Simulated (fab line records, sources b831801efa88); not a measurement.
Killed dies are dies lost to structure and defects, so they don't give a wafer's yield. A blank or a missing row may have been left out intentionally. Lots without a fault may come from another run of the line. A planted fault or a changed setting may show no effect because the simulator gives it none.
The tool behind it: which one? || flow sky130 || 21 wafers sampled from 7 lots at 1 step of a route of 708

## WHAT EACH GAUGE READ, for each wafer
SKY_POLY_GATE_THK_MEAS_01.
{"lot": "L745", "measured": "day 14 16:28", "on": "film_metro-01", "POLY_GATE_CVD_00_THK (nm)": "180.9 181.7 180.3"}
{"lot": "L746", "measured": "day 15 09:25", "on": "film_metro-04", "POLY_GATE_CVD_00_THK (nm)": "181.0 181.7 181.2"}
{"lot": "L754", "measured": "day 17 21:08", "on": "film_metro-02", "POLY_GATE_CVD_00_THK (nm)": "179.6 179.7 180.7"}
{"lot": "L757", "measured": "day 18 23:25", "on": "film_metro-04", "POLY_GATE_CVD_00_THK (nm)": "179.7 179.7 179.4"}
{"lot": "L762", "measured": "day 20 22:26", "on": "film_metro-02", "POLY_GATE_CVD_00_THK (nm)": "180.5 179.8 180.7"}
{"lot": "L764", "measured": "day 21 14:41", "on": "film_metro-04", "POLY_GATE_CVD_00_THK (nm)": "179.7 180.2 181.6"}
{"lot": "L766", "measured": "day 22 04:08", "on": "film_metro-01", "POLY_GATE_CVD_00_THK (nm)": "181.9 181.6 182.6"}

## TOOL THAT RAN EACH LOT (tool first, then ch and the chambers of the sampled wafers, then the start)
The record shows no process step preceding these readings.

## THE ANSWER, worked out from the rows above alone
Rule: the lots themselves supply what counts as usual. Put in order of their means at a reading, lots are off if they are a third of the lots or fewer, leave a main group of 4 or more, and stand apart from it by a gap of 3 or more times the standard deviation of the main group's means; of several such gaps the widest counts. A main group whose means are all the same, to the digits that the tables above print for the reading, isn't used. Also off: a lot with no number at a reading for which 4 or more lots have one. The other lots that the step has rows for count as sound.
Nothing can be told from this: no lot is off at any reading shown.

## WHAT THE SIMULATOR HAD INSERTED
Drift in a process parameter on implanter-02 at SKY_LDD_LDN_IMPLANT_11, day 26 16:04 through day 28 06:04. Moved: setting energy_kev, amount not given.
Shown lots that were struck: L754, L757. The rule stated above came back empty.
